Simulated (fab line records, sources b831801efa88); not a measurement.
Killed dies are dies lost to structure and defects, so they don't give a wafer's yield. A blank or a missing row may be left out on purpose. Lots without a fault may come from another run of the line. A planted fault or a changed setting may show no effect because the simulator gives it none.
A struck lot beside a sound one | flow sky130 | 16 steps out of a route of 708
Sound: wafers L423.1, L423.3, L423.5. Struck: wafers L430.2, L430.4, L430.5. The cause comes at the end.
At each step with rows: each side's tool, then ch and its chambers, then its first start. Under that, the readings that differ: sound wafers | struck wafers | difference of the means | sigmas: that difference in standard deviations of wafers without a fault.
alike: readings whose means differ by less than 2 such deviations, and words and numbers that are the same on both sides. not compared: withheld readings, readings that some wafer has no value for, bounds like >300 that may hide the same value, and numbers for which the record gives no deviation and whose values overlap.
The two part at a step that has a row with sigmas, a row that says differs or no value, or rows on one side only. Numbers that don't overlap but have no deviation are shown without sigmas and don't part them. A reading that every wafer of one side lacks parts them only if that side has two wafers or more.

first, 3 steps without rows for these wafers: SKY_VIA3_EXPOSE_09 (exposes mask VIM3, target cd 200 nm); SKY_VIA3_PEB_10; SKY_VIA3_DEVELOP_11 (develop time 60 s).
SKY_VIA3_CD_MEAS_12: target cd 200 nm.
  sound on cd_sem-02, day 41 01:14; struck on cd_sem-02, day 43 08:21
  reading    | sound             | struck            | difference | sigmas
  cd_nm (nm) | 201.7 202.3 200.7 | 197.8 196.9 199.2 | -3.6       | -2
SKY_VIA3_OVL_MEAS_13:
  sound on overlay-02, day 41 01:21; struck on overlay-01, day 43 08:28
  alike: VIA3_OVL
SKY_VIA3_ETCH_14: etches BARC in N2/H2, stops on SiO2, time 45.9 s, target depth 60 nm.
  sound on rie_diel-04 ch 1,3, day 41 01:23; struck on rie_diel-04 ch 1,3, day 43 08:29
  alike: drypump_motor_current_A, oes_product_au, rf_fwd_power_W, throttle_valve_pct
  not compared: rf_hours_counter_h
SKY_VIA3_ETCH_15: etches SiO2 in C4F8/O2/Ar, stops on TiN, target depth 507 nm, time 78 s.
  sound on rie_diel-04 ch 1,3, day 41 01:26; struck on rie_diel-04 ch 1,3, day 43 08:32
  alike: oes_product_au, rf_fwd_power_W
  not compared: rf_hours_counter_h
SKY_VIA3_STRIP_16: strips in O2/N2.
  sound on plasma_asher-03 ch 0,1, day 41 01:29; struck on plasma_asher-04 ch 0, day 43 08:35
  reading                     | sound       | struck      | difference | sigmas
  drypump_motor_current_A (A) | 5.8 5.5 5.8 | 6.6 6.6 6.6 | +0.9       | +2
  alike: oes_product_au, strip_time_to_endpoint_s
  not compared: rf_hours_counter_h
then, 3 steps without rows for these wafers: SKY_VIA3_STRIP_17 (strips in post etch residue remover, time 1200 s); SKY_VIA3_CLEAN_18 (cleans in IPA, time 180 s); SKY_VIA3_CLEAN_19 (cleans in O3/DIW).
SKY_VIA3_SPUTTER_20: material TiN, target thk 20 nm, time 80 s.
  sound on pvd_sputter-03, day 41 02:08; struck on pvd_sputter-02, day 43 09:11
  alike: throttle_valve_pct
SKY_VIA3_CVD_21: deposits W, target thk 390 nm, time 117.31 s.
  sound on cvd_w-01 ch 0,1, day 41 02:12; struck on cvd_w-01 ch 0,1, day 43 09:16
  no value came back on the struck wafers for chamber_pressure_Torr (Torr), heater_power_outer_w (W), heater_power_w (W); on the sound wafers chamber_pressure_Torr (Torr) reads 39.83 39.87 39.94
SKY_VIA3_RS_MEAS_22: measures by four-point-probe.
  sound on film_metro-03, day 41 02:19; struck on film_metro-01, day 43 09:24
  reading            | sound             | struck               | difference | sigmas
  VIA3_W_RS (ohm/sq) | 0.287 0.293 0.294 | 59.331 59.349 58.396 | +58.734    | +99 or more
SKY_VIA3_THK_MEAS_23: measures by xrf.
  sound on film_metro-03, day 41 02:26; struck on film_metro-01, day 43 09:31
  reading         | sound       | struck   | difference | sigmas
  VIA3_W_THK (nm) | 395 386 384 | <0 <0 <0 | differs    |
SKY_VIA3_CMP_24: polishes, stops on SiO2, t overpolish 20 s, target thk 0 nm.
  sound on cmp-01 ch 0,3, day 41 02:30; struck on cmp-01 ch 0,1,3, day 43 09:37
  reading                | sound      | struck | difference | sigmas
  time_to_endpoint_s (s) | 102 99 100 | 3 8 7  | -94        | -24
  alike: motor_current_A, slurry_flow_ml_min

WHERE THEY PART
First at SKY_VIA3_CD_MEAS_12; last, within this record, at SKY_VIA3_CMP_24.

WHY: what the simulator had put in
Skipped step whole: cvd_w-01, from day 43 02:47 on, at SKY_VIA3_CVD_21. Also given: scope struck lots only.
